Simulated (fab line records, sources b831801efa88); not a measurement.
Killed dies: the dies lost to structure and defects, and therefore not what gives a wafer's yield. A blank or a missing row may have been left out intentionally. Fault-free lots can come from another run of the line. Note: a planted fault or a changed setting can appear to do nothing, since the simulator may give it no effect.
A lot that was struck, set against a sound lot + flow sky130 + 17 steps out of a route of 708
Sound: these wafers, L691.3, L691.4, L691.5. Wafers L698.1, L698.5, L698.6 were the ones struck. Last of all comes the cause.
For every step that has rows: the tool of each side, followed by ch and its chambers, followed by its first start. Under that, the readings that differ: sound wafers + struck wafers + difference of the means + sigmas: that difference in standard deviations of wafers without a fault.
alike: same words and numbers on both sides, and readings whose means sit less than 2 such deviations apart. not compared: any withheld reading, any reading some wafer has no value for, any bound like >300 that may hide the same value, and any number with overlapping values for which the record gives no deviation.
The two part at a step that has a row with sigmas, a row that says differs or no value, or rows on one side only. When numbers do not overlap yet have no deviation, they are printed without sigmas and do not part them. Lack of a reading on every wafer of one side parts them only where that side has two or more wafers.

first, 1 step without rows for these wafers: SKY_LDD_N_IMPLANT_15.
SKY_LDD_N_STRIP_16: strips in O2/N2.
  sound on plasma asher-01 ch 0,1, day 21 07:54; struck on plasma asher-03 ch 0,1, day 23 17:07
  alike: drypump motor current A, n2 flow sccm, oes product au, strip time to endpoint s
  not compared: rf hours counter h
SKY_LDD_N_TW_MEAS_17:
  struck on film metro-04, day 23 17:13; sound on film metro-02, day 21 07:59
  alike: LDD_N_TW
then, 7 steps without rows for these wafers: SKY_LDD_P_DEHYDRATE_00 (time 60 s); SKY_LDD_P_HMDS_01 (prime time 60 s); SKY_LDD_P_COAT_02 (resist thk 1140 nm); SKY_LDD_P_SOFTBAKE_03 (time 60 s); SKY_LDD_P_EXPOSE_04 (exposes mask PSDM, target cd 380 nm); SKY_LDD_P_PEB_05; SKY_LDD_P_DEVELOP_06 (develop time 60 s).
SKY_LDD_P_CD_MEAS_07: the cd target is 380 nm.
  struck on cd sem-02, day 24 21:56; sound on cd sem-01, day 22 13:28
  alike: cd nm
SKY_LDD_P_OVL_MEAS_08:
  struck on overlay-01, day 24 22:04; sound on overlay-02, day 22 13:34
  alike: LDD_P_OVL
SKY_LDD_P_IMPLANT_09:
  sound on implanter-03 ch 0, day 22 13:38; struck on implanter-03 ch 0, day 24 22:06
| reading            | sound                      | struck                       | difference | sigmas      |
|--------------------|----------------------------|------------------------------|------------|-------------|
| dose ions cm2      | 1e+13 1.0002e+13 9.989e+12 | 2.233e+12 2.22e+12 2.238e+12 | -7.767e+12 | -99 or more |
| faraday current uA | 56.6 55.7 54.5             | 12.5 12.5 12.4               | -43.1      | -39         |
SKY_LDD_P_STRIP_10: strips in O2/N2.
  sound on plasma asher-02 ch 0,1, day 22 13:46; struck on plasma asher-03 ch 0,1, day 24 22:15
  alike: drypump motor current A, n2 flow sccm, oes product au, strip time to endpoint s
  not compared: rf hours counter h
SKY_LDD_P_TW_MEAS_11:
  struck on film metro-01, day 24 22:21; sound on film metro-01, day 22 13:52
| reading  | sound       | struck      | difference | sigmas |
|----------|-------------|-------------|------------|--------|
| LDD_P_TW | 646 645 648 | 402 404 403 | -243       | -47    |
then, 1 step without rows for these wafers: SKY_LDD_HVN_DEHYDRATE_00 (time 60 s).
-- here the record skips 25 days between the struck wafers' starts before and after, leaving off in module LDD_HVN and picking up in module PAD_OPEN (first step shown: number 708 of the route) --
SKY_PAD_OPEN_PROBE_99:
  struck on prober-01, day 49 13:18; sound on prober-02, day 47 23:23
| reading                                 | sound             | struck                      | difference | sigmas |
|-----------------------------------------|-------------------|-----------------------------|------------|--------|
| killed open                             | 37 44 43          | 55 60 54                    | +15        | +2     |
| model.etest.tip p.rs ohm sq             | 6714 6683 6660    | 2.5e+04 2.485e+04 2.456e+04 | +1.8e+04   |        |
| model.etest.tip p.rs ohm sq range       | 148.8 200.1 178.6 | 1649 970.5 1099             | +1064      |        |
| model.etest.pfet_01v8.r on ohm um       | 2988 2995 2926    | 3262 3171 3201              | +242       |        |
| model.etest.pfet_01v8.drive ua um       | 188.3 186.2 190.2 | 166.4 172.1 169.4           | -18.9      |        |
| model.etest.pfet_01v8_hvt.drive ua um   | 139.2 138.5 141.3 | 123.7 126.4 125.8           | -14.4      |        |
| model.etest.sram pfet latch.drive ua um | 140.8 134.8 146.9 | 121 125.2 121.2             | -18        |        |
| model.etest.pfet_01v8_mvt.drive ua um   | 152.4 151.4 154.4 | 140.8 142.8 141.1           | -11.2      |        |
  alike: killed_at_M0_to_M3, killed_at_M4_up, killed at contacts, killed at front end, killed at other, killed dies, killed short
  not compared: model.etest.tip p.rs ohm sq rim less centre

## WHERE THEY PART
Last at SKY_PAD_OPEN_PROBE_99 as far as this record goes, first at SKY_LDD_P_IMPLANT_09.

WHY: what the simulator had put in
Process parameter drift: implanter-03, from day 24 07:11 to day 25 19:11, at SKY_LDD_P_IMPLANT_09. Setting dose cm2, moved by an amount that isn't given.
